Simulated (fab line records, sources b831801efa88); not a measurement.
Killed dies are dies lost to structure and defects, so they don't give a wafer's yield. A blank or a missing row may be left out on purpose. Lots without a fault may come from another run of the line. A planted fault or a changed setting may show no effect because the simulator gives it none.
fab line records | flow sky130
record lots=5 wafers=15 last_day=48
route steps=708 shown NWELL@65 VT_ADJUST_HVTP@85 VT_ADJUST_LVTN@97 METAL1@451 PAD_OPEN@708
lots that met no fault: from a run of the same line without faults
start_h: hours from the record's first day to the start of the lot's first wafer shown | wait_h: hours since the lot's step before | " the same as in the row above | L1.1+2: a row that stands for several wafers | - no value, or no start given | * or withheld: withheld | < > ~ a bound
route shown NAME@n: a module of which the file shows steps, and the number in the route of the first | usual: mean/standard deviation of fault-free wafers | same: alike in all rows | chamber/n: place in a boat | sites: the reading at each site | _std_site: their standard deviation | _edge_site: outer sites' mean less inner sites' | radius_mm: how far each site lies from the wafer's centre | mask NAME#n: copy n | behind: the tool/chamber that last shaped the wafer | hold: why the lot was held/for how many hours/how that ended | device: the transistor (n, p or np) that didn't switch | end of line: the same wafers' tests at the end of the route | a step without rows: its recipe alone | killed: dies lost to structure and defects at the first sort, not the wafer's yield | map: a wafer's dies, x killed, . not, _ none there
set.NAME: the setting as run; set.NAME@STEP: as run at that earlier step | model.NAME: the simulator's own value behind a step, which no gauge read
lots at some steps of the route; a table a step, a row a wafer
services: from which hour (start_h, from the record's first day; less than 0 if before it) a tool's chamber was out of use, for how many hours, and why
## steps
# step SKY_NWELL_IMPLANT_12
# recipe species=P energy_kev=120 dose_cm2=1.3e+12 tilt_deg=withheld
# step SKY_NWELL_IMPLANT_13
# recipe species=P energy_kev=50 dose_cm2=7e+11 tilt_deg=withheld
# step SKY_NWELL_STRIP_14
# recipe chemistry=O2/N2 power_w=1400 pressure_mtorr=1500 platen_temp_c=withheld o2_flow_sccm=3000 n2_flow_sccm=300 overash_fraction=0.5
# step SKY_NWELL_DEHYDRATE_16
# recipe temp_c=200 time_s=60
# step SKY_NWELL_HMDS_17
# recipe prime_time_s=60 prime_temp_c=120
# step SKY_NWELL_COAT_18
# recipe spin_rpm=2000 resist_thk_nm=3000
# step SKY_NWELL_SOFTBAKE_19
# recipe temp_c=110 time_s=withheld
# step SKY_NWELL_EXPOSE_20
# recipe mask_id=NWM_COMPLEMENT na=0.6 source_shape=conventional sigma_outer=0.6 polarization=unpolarized target_cd_nm=840 dose_mj=260
# step SKY_NWELL_PEB_21
# recipe temp_c=115 time_s=withheld
# step SKY_NWELL_DEVELOP_22
# recipe wall_angle_deg=90 developer=TMAH develop_time_s=60 dev_temp_c=23
# step SKY_NWELL_IMPLANT_24
# recipe species=B energy_kev=140 dose_cm2=9.2e+12 tilt_deg=withheld
# usual dose_ions_cm2=9.198e+12/1e+10 end_station_pressure_torr=5e-06/2.9e-07 faraday_current_uA=51.9/1.1
# columns lot.wafer tool chamber start_h wait_h dose_ions_cm2 end_station_pressure_torr faraday_current_uA
L604.1 implanter-03 0 135.63 0.0 9.199e+12 5.8e-06 53.0
L604.2 " 0 " " 9.202e+12 4.95e-06 50.4
L604.3 " 0 " " 9.205e+12 5e-06 51.5
L605.2 implanter-03 0 140.61 0.0 1.3488e+13 4.65e-06 76.0
L605.3 " 0 " " 1.3469e+13 4.69e-06 75.1
L605.6 " 0 " " 1.3457e+13 4.64e-06 77.7
L608.1 implanter-03 0 158.44 0.0 1.3464e+13 4.71e-06 76.1
L608.4 " 0 " " 1.3483e+13 5.47e-06 77.1
L608.5 " 0 " " 1.3474e+13 4.83e-06 74.3
L610.2 implanter-03 0 170.88 0.0 1.3462e+13 4.64e-06 74.6
L610.3 " 0 " " 1.3471e+13 5.15e-06 76.0
L610.6 " 0 " " 1.3471e+13 4.89e-06 75.9
L612.3 implanter-01 0 181.43 0.1 9.206e+12 4.99e-06 50.8
L612.4 " 0 " " 9.182e+12 5.18e-06 53.7
L612.6 " 0 " " 9.185e+12 5.57e-06 50.6
# step SKY_NWELL_STRIP_25
# recipe chemistry=O2/N2 power_w=1400 pressure_mtorr=1500 platen_temp_c=withheld o2_flow_sccm=3000 n2_flow_sccm=300 overash_fraction=0.5
# step SKY_NWELL_TW_MEAS_26
# usual NWELL_2_TW=492/3.9
# columns lot.wafer tool chamber start_h wait_h NWELL_2_TW
L604.1 film_metro-03 - 135.88 0.1 490
L604.2 " - " " 487
L604.3 " - " " 491
L605.2 film_metro-03 - 140.84 0.1 547
L605.3 " - " " 549
L605.6 " - " " 548
L608.1 film_metro-04 - 158.69 0.1 556
L608.4 " - " " 555
L608.5 " - " " 556
L610.2 film_metro-04 - 171.11 0.1 552
L610.3 " - " " 556
L610.6 " - " " 557
L612.3 film_metro-02 - 181.65 0.1 494
L612.4 " - " " 495
L612.6 " - " " 496
# step SKY_NWELL_CLEAN_27
# recipe chemistry=SC1/SC2 mix=1:4:20 temp_c=70 time_s=150 dry=n2_spin
# step SKY_NWELL_RTA_28
# recipe temp_c=1050 time_s=30 idle_temp_c=650 ramp_up_c_per_s=150 ramp_down_c_per_s=90 ambient=N2
# step SKY_VT_ADJUST_HVTP_DEHYDRATE_00
# recipe temp_c=200 time_s=60
# step SKY_VT_ADJUST_HVTP_HMDS_01
# recipe prime_time_s=58.32 prime_temp_c=120
# step SKY_VT_ADJUST_HVTP_COAT_02
# recipe resist=NOVOLAK spin_rpm=3000 resist_thk_nm=1140
# step SKY_VT_ADJUST_HVTP_SOFTBAKE_03
# recipe temp_c=90 time_s=60 resist=NOVOLAK
# step SKY_VT_ADJUST_HVTP_EXPOSE_04
# recipe mask_id=HVTPM na=0.6 source_shape=conventional sigma_outer=0.6 polarization=unpolarized target_cd_nm=380 dose_mj=140
# step SKY_VT_ADJUST_HVTP_PEB_05
# recipe temp_c=withheld time_s=* resist=NOVOLAK
# step SKY_VT_ADJUST_HVTP_DEVELOP_06
# recipe resist=NOVOLAK developer=TMAH develop_time_s=60 dev_temp_c=23
# step SKY_VT_ADJUST_HVTP_IMPLANT_09
# recipe species=As energy_kev=150 dose_cm2=4.3e+12 tilt_deg=withheld
# step SKY_VT_ADJUST_HVTP_STRIP_10
# recipe chemistry=O2/N2 power_w=1400 pressure_mtorr=1500 platen_temp_c=withheld o2_flow_sccm=3000 n2_flow_sccm=300 overash_fraction=0.5
# step SKY_VT_ADJUST_LVTN_DEHYDRATE_00
# recipe temp_c=200 time_s=60
# step SKY_VT_ADJUST_LVTN_HMDS_01
# recipe prime_time_s=60 prime_temp_c=120
# step SKY_VT_ADJUST_LVTN_COAT_02
# recipe spin_rpm=2000 resist_thk_nm=3000
# step SKY_VT_ADJUST_LVTN_SOFTBAKE_03
# recipe temp_c=110 time_s=withheld
# step SKY_VT_ADJUST_LVTN_EXPOSE_04
# recipe mask_id=NWM_COMPLEMENT_LESS_NATIVE na=0.6 source_shape=conventional sigma_outer=0.6 polarization=unpolarized target_cd_nm=840 dose_mj=194
# step SKY_VT_ADJUST_LVTN_PEB_05
# recipe temp_c=115 time_s=withheld
# step SKY_VT_ADJUST_LVTN_DEVELOP_06
# recipe wall_angle_deg=90 developer=TMAH develop_time_s=60 dev_temp_c=23
# step SKY_VT_ADJUST_LVTN_IMPLANT_08
# recipe species=B energy_kev=30 dose_cm2=1.57e+12 tilt_deg=withheld
# step SKY_VT_ADJUST_LVTN_STRIP_09
# recipe chemistry=O2/N2 power_w=1400 pressure_mtorr=1500 platen_temp_c=withheld o2_flow_sccm=3000 n2_flow_sccm=300 overash_fraction=0.5
# step SKY_METAL1_DESCUM_17
# recipe chemistry=O2 source_power_w=150 bias_power_w=0 pressure_mtorr=10 temp_c=40 time_s=8
# usual chamber_pressure_mTorr=10.000/0.0087 drypump_motor_current_A=5.93/0.29 oes_product_au=0.996/0.011
# same time_s=8
# columns lot.wafer tool chamber start_h wait_h chamber_pressure_mTorr drypump_motor_current_A oes_product_au rf_hours_counter_h model.METAL1.cd_nm
L604.1 rie_metal-01 0 814.18 0.0 9.995 5.79 1.001 17 143.3
L604.2 " 1 " " 10.002 5.68 1.010 0 142.1
L604.3 " 1 " " 9.984 5.67 1.008 - 141.4
L605.2 rie_metal-04 1 814.84 0.0 10.008 6.30 0.978 - 139.8
L605.3 " 1 " " 9.994 6.29 0.984 - 140.2
L605.6 " 1 " " 10.001 6.30 0.981 - 139.7
L608.1 rie_metal-04 0 845.95 0.0 9.999 5.88 0.998 0 144.4
L608.4 " 0 " " 9.995 5.86 1.004 - 145.5
L608.5 " 0 " " 10.000 5.87 0.996 - 143.9
L610.2 rie_metal-01 0 855.54 0.0 9.991 5.78 1.000 18 141.4
L610.3 " 1 " " 10.009 5.65 1.001 - 140.1
L610.6 " 0 " " 10.006 5.83 1.005 - 140.9
L612.3 rie_metal-01 1 868.76 0.0 10.014 5.65 1.010 - 140.5
L612.4 " 1 " " 10.003 5.69 1.012 - 139.3
L612.6 " 1 " " 9.997 5.68 0.993 - 139.2
# step SKY_METAL1_METAL_ETCH_19
# recipe target_depth_a=3600 stop_on=SiO2 over_etch_frac=0.3 time_s=78 chemistry=Cl2/BCl3 resist_sidewall_deg=88 pressure_mtorr=10 icp_w=900 bias_w=48.5 Cl2_flow_sccm=60 bcl3_flow_sccm=30
# usual chamber_pressure_mTorr=10.000/0.0099 drypump_motor_current_A=5.93/0.29 oes_product_au=0.854/0.0057 throttle_valve_pct=22.265/0.0092
# same time_s=78
# columns lot.wafer tool chamber start_h wait_h chamber_pressure_mTorr drypump_motor_current_A oes_product_au rf_hours_counter_h throttle_valve_pct model.METAL1.cd_nm
L604.1 rie_metal-01 0 814.28 0.0 10.001 5.79 0.867 17 22.272 138
L604.2 " 1 " " 10.006 5.64 0.853 0 22.248 143.8
L604.3 " 1 " " 10.005 5.64 0.856 - 22.256 143.7
L605.2 rie_metal-04 1 815.05 0.1 9.992 6.32 0.855 - 22.275 135.8
L605.3 " 1 " " 10.001 6.32 0.859 - 22.276 134.6
L605.6 " 1 " " 9.997 6.31 0.857 - 22.261 133.8
L608.1 rie_metal-04 0 846.05 0.0 10.013 5.89 0.852 0 22.256 143
L608.4 " 0 " " 9.997 5.88 0.862 - 22.253 143.7
L608.5 " 0 " " 9.997 5.88 0.856 - 22.278 140.4
L610.2 rie_metal-01 0 855.64 0.0 9.992 5.78 0.853 19 22.257 138.7
L610.3 " 1 " " 9.989 5.64 0.847 - 22.263 143.8
L610.6 " 0 " " 9.996 5.79 0.861 - 22.258 140.3
L612.3 rie_metal-01 1 868.98 0.1 10.000 5.67 0.852 - 22.256 145.5
L612.4 " 1 " " 9.997 5.66 0.855 - 22.270 140.3
L612.6 " 1 " " 9.982 5.65 0.856 - 22.259 143.6
# step SKY_PAD_OPEN_PROBE_99
# usual killed_at_M0_to_M3=42/6.3 killed_at_M4_up=2.8/1.9 killed_at_contacts=23/5.3 killed_at_front_end=16/4.3 killed_at_other=0.2/0.51 killed_dies=84/9.3 killed_open=46/7.6 killed_short=38/6.3
# same gross_dies=492 killed_at_back_side=0
# columns lot.wafer tool chamber start_h wait_h killed_at_M0_to_M3 killed_at_M4_up killed_at_contacts killed_at_front_end killed_at_other killed_dies killed_open killed_short model.etest.pfet_16v.r_on_ohm_um model.etest.res_iso_pwell.rs_ohm_sq model.etest.res_pwell_under_gate.rs_ohm_sq model.etest.nfet_16v.r_on_ohm_um model.etest.res_iso_pwell.line_ohm_um model.etest.tip_n_5v.rs_ohm_sq model.etest.res_iso_pwell.width_nm model.etest.res_nwell.width_nm
L604.1 prober-02 - 1117.23 0.1 48 5 17 17 0 87 45 42 1.512e+04 3003 2282 1.4e+04 1140 1393 2621 839
L604.2 prober-02 - 1117.28 0.1 43 2 21 14 0 80 47 33 1.498e+04 2922 2284 1.411e+04 1118 1392 2643 837.7
L604.3 prober-02 - 1117.33 0.2 42 0 16 15 0 73 36 37 1.534e+04 3162 2264 1.415e+04 1189 1378 2642 848.3
L605.2 prober-01 - 1118.41 0.1 39 3 23 11 0 76 39 37 1.253e+04 2155 1762 1.436e+04 801.3 1437 2693 793.2
L605.3 prober-01 - 1118.46 0.2 47 4 14 14 0 79 34 45 1.276e+04 2190 1773 1.417e+04 816.8 1426 2686 790.1
L605.6 prober-01 - 1118.61 0.2 37 0 17 8 0 62 36 26 1.269e+04 2215 1773 1.408e+04 818.3 1418 2706 792.7
L608.1 prober-01 - 1140.70 0.1 39 3 23 15 0 80 47 33 1.291e+04 2565 1782 1.466e+04 958.6 1467 2682 820.9
L608.4 prober-01 - 1140.85 0.2 52 5 25 13 0 95 55 40 1.314e+04 2682 1776 1.483e+04 1020 1461 2674 824.6
L608.5 prober-01 - 1140.90 0.2 44 5 29 14 0 92 50 42 1.278e+04 2490 1780 1.451e+04 920.6 1467 2671 819.5
L610.2 prober-01 - 1147.62 0.1 39 1 28 16 1 85 47 38 1.252e+04 2083 1783 1.49e+04 762.6 1452 2703 794.4
L610.3 prober-01 - 1147.67 0.2 33 2 25 22 1 83 48 35 1.274e+04 2177 1766 1.47e+04 813.5 1457 2689 792
L610.6 prober-01 - 1147.82 0.2 42 4 30 12 0 88 47 41 1.269e+04 2154 1770 1.467e+04 803.6 1457 2693 794.5
L612.3 prober-02 - 1158.88 0.2 31 2 21 18 0 72 33 39 1.544e+04 3336 2296 1.395e+04 1258 1383 2654 827
L612.4 prober-02 - 1158.93 0.2 41 7 24 11 0 83 39 44 1.55e+04 3306 2310 1.399e+04 1245 1387 2650 826.9
L612.6 prober-02 - 1159.03 0.2 33 2 26 17 1 79 38 41 1.531e+04 3231 2320 1.411e+04 1204 1385 2654 829.6
# killed by level:class
L604.1 VIA3:geometric_particle:open=10 CONTACT:geometric_particle:open=8 VIA1:geometric_particle:open=8 METAL1:geometric_particle:short=8 VIA2:geometric_particle:open=6 METAL2:geometric_particle:short=5 METAL4:geometric_particle:short=5 FIELD_ISO:geometric_particle:short=4
L604.2 VIA1:geometric_particle:open=11 LI_CONTACT:geometric_particle:open=8 CONTACT:geometric_particle:open=7 METAL1:geometric_particle:short=5 FIELD_ISO:geometric_particle:open=4 VIA1:geometric_particle:short=4 METAL2:geometric_particle:short=4 VIA2:geometric_particle:short=4
L604.3 VIA1:geometric_particle:open=11 METAL1:geometric_particle:short=7 METAL2:geometric_particle:short=5 VIA2:geometric_particle:open=5 POLY_GATE:geometric_particle:open=4 LI_CONTACT:geometric_particle:short=4 LI_CONTACT:geometric_particle:open=4 LOCAL_INTERCONNECT:geometric_particle:short=4
L605.2 VIA1:geometric_particle:open=10 CONTACT:geometric_particle:open=8 METAL1:geometric_particle:short=7 VIA2:geometric_particle:open=6 POLY_GATE:geometric_particle:short=5 LOCAL_INTERCONNECT:geometric_particle:short=5 VIA3:geometric_particle:open=5 CONTACT:geometric_particle:short=4
L605.3 METAL2:geometric_particle:short=11 VIA1:geometric_particle:open=10 METAL1:geometric_particle:short=7 VIA2:geometric_particle:open=7 CONTACT:geometric_particle:open=5 FIELD_ISO:geometric_particle:short=4 LOCAL_INTERCONNECT:geometric_particle:short=4 VIA1:geometric_particle:short=4
L605.6 VIA1:geometric_particle:open=8 CONTACT:geometric_particle:open=6 METAL1:geometric_particle:short=5 LI_CONTACT:geometric_particle:open=4 LOCAL_INTERCONNECT:geometric_particle:short=4 VIA1:geometric_particle:short=4 VIA2:geometric_particle:open=4 POLY_GATE:geometric_particle:open=3
L608.1 CONTACT:geometric_particle:open=13 VIA1:geometric_particle:open=8 VIA1:geometric_particle:short=8 FIELD_ISO:geometric_particle:open=7 METAL2:geometric_particle:short=4 LI_CONTACT:geometric_particle:open=4 VIA2:geometric_particle:open=4 POLY_GATE:geometric_particle:open=3
L608.4 VIA1:geometric_particle:open=10 VIA3:geometric_particle:open=10 VIA2:geometric_particle:open=9 LI_CONTACT:geometric_particle:open=7 CONTACT:geometric_particle:open=7 CONTACT:geometric_particle:short=6 LOCAL_INTERCONNECT:geometric_particle:short=5 METAL1:geometric_particle:short=5
L608.5 CONTACT:geometric_particle:open=15 VIA1:geometric_particle:short=8 LOCAL_INTERCONNECT:geometric_particle:short=7 VIA1:geometric_particle:open=7 VIA2:geometric_particle:open=6 FIELD_ISO:geometric_particle:open=4 POLY_GATE:geometric_particle:short=4 LI_CONTACT:geometric_particle:open=4
L610.2 VIA1:geometric_particle:open=14 CONTACT:geometric_particle:open=11 VIA1:geometric_particle:short=7 FIELD_ISO:geometric_particle:short=5 FIELD_ISO:geometric_particle:open=5 VIA3:geometric_particle:open=5 CONTACT:geometric_particle:short=5 POLY_GATE:geometric_particle:short=4
L610.3 FIELD_ISO:geometric_particle:short=9 VIA3:geometric_particle:open=9 VIA2:geometric_particle:open=7 LI_CONTACT:geometric_particle:open=7 CONTACT:geometric_particle:short=7 CONTACT:geometric_particle:open=6 FIELD_ISO:geometric_particle:open=5 POLY_GATE:geometric_particle:open=5
L610.6 VIA1:geometric_particle:open=10 CONTACT:geometric_particle:open=10 METAL1:geometric_particle:short=9 LI_CONTACT:geometric_particle:open=7 VIA3:geometric_particle:open=6 CONTACT:geometric_particle:short=5 METAL2:geometric_particle:short=5 LI_CONTACT:geometric_particle:short=4
L612.3 METAL2:geometric_particle:short=10 FIELD_ISO:geometric_particle:open=6 CONTACT:geometric_particle:open=6 VIA3:geometric_particle:open=5 FIELD_ISO:geometric_particle:short=4 LI_CONTACT:geometric_particle:short=4 LOCAL_INTERCONNECT:geometric_particle:short=4 CONTACT:geometric_particle:short=4
L612.4 CONTACT:geometric_particle:open=11 VIA2:geometric_particle:open=8 METAL3:geometric_particle:short=7 VIA3:geometric_particle:open=6 METAL4:geometric_particle:short=5 LI_CONTACT:geometric_particle:short=4 METAL1:geometric_particle:short=4 VIA1:geometric_particle:short=4
L612.6 LI_CONTACT:geometric_particle:open=7 CONTACT:geometric_particle:open=7 FIELD_ISO:geometric_particle:short=6 CONTACT:geometric_particle:short=6 VIA1:geometric_particle:open=6 VIA3:geometric_particle:open=5 POLY_GATE:geometric_particle:short=4 METAL1:geometric_particle:short=4
## services
# columns tool chamber start_h hours kind
implanter-01 - 118.86 3.7 pm
implanter-01 - 157.12 7.8 repair
implanter-03 - 185.34 0.8 repair
implanter-03 - 191.56 2.5 pm
rie_metal-01 1 231.43 124.3 repair
rie_metal-01 0 266.77 17.7 repair
rie_metal-04 1 294.71 22.5 repair
rie_metal-04 0 359.61 4.6 repair
implanter-01 - 414.37 4.4 repair
implanter-03 - 494.49 1.8 repair
implanter-03 - 541.24 30.4 repair
rie_metal-04 - 580.01 14.6 pm
implanter-01 - 596.49 1.7 repair
implanter-01 - 608.08 3.3 pm
rie_metal-01 1 668.92 29.8 repair
rie_metal-01 0 672.63 3.1 repair
implanter-03 - 681.33 4.5 pm
rie_metal-04 0 714.98 18.0 repair
implanter-03 - 725.93 3.5 repair
rie_metal-01 - 759.69 1.4 pm
rie_metal-04 0 800.38 23.9 repair
implanter-03 - 821.12 1.9 repair
rie_metal-01 - 836.05 1.3 repair
rie_metal-04 - 865.16 1.4 pm
## key
first_sign step=SKY_NWELL_IMPLANT_24 reading=dose_ions_cm2 direction=up sigmas=99+ usual=* struck=*
effect step=SKY_NWELL_IMPLANT_24 reading=faraday_current_uA direction=up sigmas=23 usual=51.9 struck=75.9
effect step=SKY_NWELL_TW_MEAS_26 reading=NWELL_2_TW direction=up sigmas=16 usual=492 struck=553
model_effect step=SKY_METAL1_DESCUM_17 value=METAL1.cd_nm without=139.5 struck=141.8
model_effect step=SKY_METAL1_METAL_ETCH_19 value=METAL1.cd_nm without=137.1 struck=139.3
model_effect step=SKY_PAD_OPEN_PROBE_99 value=etest.pfet_16v.r_on_ohm_um without=1.508e+04 struck=1.275e+04
met_at SKY_NWELL_IMPLANT_24
struck_wafers L605.2,L605.3,L605.6,L608.1,L608.4,L608.5,L610.2,L610.3,L610.6
tester_left_out L605,L608,L610
loop_trim step=SKY_METAL1_EXPOSE_12 setting=dose lots=L608
onset_between 135.63 140.61
fault kind=process_parameter_drift tool=implanter-03 chamber=- onset_h=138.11 steps=SKY_NWELL_IMPLANT_24 channel=dose_cm2 offset=* shape=step end_h=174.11 acts_in=* stated=*
# tester_left_out: of these lots the tester's yield and bins aren't shown, on N5 and GAA mostly nor the transistor test; their killed dies are dies lost to structure and defects alone, not to doping, threshold or leakage, so they don't give the yield
# loop_trim: a control loop set the setting to another value than it would have without faults
